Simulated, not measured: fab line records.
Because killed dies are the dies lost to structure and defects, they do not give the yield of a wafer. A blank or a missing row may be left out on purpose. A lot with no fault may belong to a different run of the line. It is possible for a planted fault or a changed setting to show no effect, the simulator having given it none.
Which tool is to blame? | flow gf180mcu | 39 wafers from 13 lots sampled at 4 of the route's 602 steps

== WHAT THE GAUGES SHOWED, per wafer ==
GF_PASSIVATION_BOW_MEAS_14.
lot  | measured     | on            | PASSIVATION_BOW (um)
L244 | day 29 21:46 | film_metro-04 | 126 121 130
L245 | day 30 06:03 | film_metro-01 | 134 133 126
L249 | day 31 13:24 | film_metro-02 | 120 129 135
L250 | day 31 15:19 | film_metro-02 | 142 132 142
L255 | day 32 18:47 | film_metro-01 | 148 134 135
L256 | day 32 23:20 | film_metro-01 | 140 143 143
L258 | day 33 16:33 | film_metro-01 | 131 119 123
L259 | day 34 02:14 | film_metro-01 | 130 138 143
L260 | day 34 02:35 | film_metro-01 | 125 112 129
L261 | day 34 09:47 | film_metro-02 | 125 118 139
L265 | day 35 09:08 | film_metro-04 | 119 125 125
L266 | day 35 12:14 | film_metro-01 | 134 146 143
L267 | day 35 15:02 | film_metro-04 | 136 134 140

== WHICH TOOL RAN EACH LOT (tool, then ch and the chambers of the sampled wafers, then the start) ==
lot  | GF_MVSD_STRIP_10                     | GF_TOP_METAL_SPUTTER_02      | GF_PASSIVATION_CVD_02
L244 | plasma_asher-03 ch 0,1, day 4 13:32  | pvd_sputter-04, day 28 03:48 | pecvd-04 ch 0,1,2, day 29 00:32
L245 | plasma_asher-02 ch 0,1, day 4 18:23  | pvd_sputter-02, day 28 11:39 | pecvd-02 ch 0,2, day 29 08:47
L249 | plasma_asher-03 ch 1, day 5 18:55    | pvd_sputter-03, day 29 20:35 | pecvd-04 ch 0,1, day 30 16:57
L250 | plasma_asher-02 ch 0,1, day 6 01:16  | pvd_sputter-03, day 30 00:13 | pecvd-04 ch 0,1, day 30 19:32
L255 | plasma_asher-02 ch 0,1, day 7 03:43  | pvd_sputter-03, day 31 04:43 | pecvd-02 ch 0,1, day 31 23:28
L256 | plasma_asher-01 ch 0,1, day 7 09:13  | pvd_sputter-04, day 31 09:50 | pecvd-01 ch 0,1, day 32 04:04
L258 | plasma_asher-03 ch 0,1, day 8 02:09  | pvd_sputter-02, day 32 04:04 | pecvd-02 ch 1,2, day 32 22:08
L259 | plasma_asher-03 ch 1, day 8 10:29    | pvd_sputter-03, day 32 14:56 | pecvd-04 ch 0,2, day 33 08:41
L260 | plasma_asher-01 ch 0,1, day 8 14:53  | pvd_sputter-02, day 32 15:14 | pecvd-02 ch 1,2, day 33 08:48
L261 | plasma_asher-01 ch 0, day 8 16:31    | pvd_sputter-03, day 32 22:29 | pecvd-04 ch 0,1,2, day 33 15:51
L265 | plasma_asher-01 ch 0,1, day 9 20:00  | pvd_sputter-02, day 33 23:47 | pecvd-01 ch 0,1, day 34 16:40
L266 | plasma_asher-01 ch 1, day 10 00:37   | pvd_sputter-04, day 34 02:05 | pecvd-04 ch 1,2, day 34 19:05
L267 | plasma_asher-03 ch 0,1, day 10 05:47 | pvd_sputter-04, day 34 06:28 | pecvd-02 ch 0,1,2, day 34 22:50
- GF_MVSD_STRIP_10: strips in O2/N2.
- GF_TOP_METAL_SPUTTER_02: material AlCu, target thk 900 nm, time 47.82 s.
- GF_PASSIVATION_CVD_02: deposits Si3N4, target thk 700 nm, time 486.18 s.

== AS READ BY THE TOOLS THEMSELVES (means over the sampled wafers that have a number; for cases with no such wafer, the mark the record gives instead) ==
GF_MVSD_STRIP_10.
lot  | tool            | drypump_motor_current_A (A) | heater_power_w (W) | oes_product_au (a.u.) | strip_time_to_endpoint_s (s)
L244 | plasma_asher-03 | 5.6                         | 285                | 0.723                 | 36.99
L245 | plasma_asher-02 | 5.7                         | 338                | 0.724                 | 37.01
L249 | plasma_asher-03 | 5.7                         | 303                | 0.724                 | 36.90
L250 | plasma_asher-02 | 5.8                         | 338                | 0.722                 | 36.93
L255 | plasma_asher-02 | 5.8                         | 339                | 0.727                 | 37.06
L256 | plasma_asher-01 | 5.6                         | 325                | 0.720                 | 37.04
L258 | plasma_asher-03 | 5.6                         | 292                | 0.724                 | 37.09
L259 | plasma_asher-03 | 5.7                         | 297                | 0.720                 | 37.07
L260 | plasma_asher-01 | 6.1                         | 319                | 0.725                 | 37.01
L261 | plasma_asher-01 | 5.1                         | 341                | 0.723                 | 37.02
L265 | plasma_asher-01 | 6.1                         | 317                | 0.727                 | 37.02
L266 | plasma_asher-01 | 6.5                         | 305                | 0.722                 | 37.04
L267 | plasma_asher-03 | 5.7                         | 290                | 0.724                 | 37.18

GF_TOP_METAL_SPUTTER_02.
lot  | tool           | chamber_pressure_pa (Pa) | throttle_valve_pct (%)
L244 | pvd_sputter-04 | 0.3002                   | 30.0
L245 | pvd_sputter-02 | 0.2999                   | 30.1
L249 | pvd_sputter-03 | 0.3004                   | 28.8
L250 | pvd_sputter-03 | 0.3004                   | 28.7
L255 | pvd_sputter-03 | 0.2998                   | 29.0
L256 | pvd_sputter-04 | 0.3004                   | 29.3
L258 | pvd_sputter-02 | 0.3001                   | 30.7
L259 | pvd_sputter-03 | 0.3008                   | 29.2
L260 | pvd_sputter-02 | 0.3003                   | 30.6
L261 | pvd_sputter-03 | 0.3005                   | 29.1
L265 | pvd_sputter-02 | 0.2993                   | 30.6
L266 | pvd_sputter-04 | 0.2998                   | 30.3
L267 | pvd_sputter-04 | 0.3002                   | 29.8

GF_PASSIVATION_CVD_02.
lot  | tool     | heater_power_w (W)
L244 | pecvd-04 | 669
L245 | pecvd-02 | 633
L249 | pecvd-04 | 692
L250 | pecvd-04 | 710
L255 | pecvd-02 | 615
L256 | pecvd-01 | 676
L258 | pecvd-02 | 670
L259 | pecvd-04 | 677
L260 | pecvd-02 | 629
L261 | pecvd-04 | 652
L265 | pecvd-01 | 731
L266 | pecvd-04 | 687
L267 | pecvd-02 | 594

== THE ANSWER, worked out from the rows above alone ==
Rule: the lots themselves supply what counts as usual. The widest of any qualifying gaps counts: lots, ordered by their means at a reading, are off when they make up no more than a third of the lots, leave a main group of 4 or more, and stand apart from it by 3 or more times the standard deviation of that group's means. A main group whose means are all the same, to the digits that the tables above print for the reading, isn't used. Also off: a lot with no number at a reading for which 4 or more lots have one. All remaining lots with rows at the step are treated as sound. First the gauges in route order, then the tools' own readings, where a lot's mean is used as printed above. The first step at which some lot is off is used, and at that step the reading that is off furthest; a lot without a number counts as furthest.
Across all readings shown, no lot is off: no conclusion can be drawn from this.

== WHAT THE SIMULATOR HAD INSERTED ==
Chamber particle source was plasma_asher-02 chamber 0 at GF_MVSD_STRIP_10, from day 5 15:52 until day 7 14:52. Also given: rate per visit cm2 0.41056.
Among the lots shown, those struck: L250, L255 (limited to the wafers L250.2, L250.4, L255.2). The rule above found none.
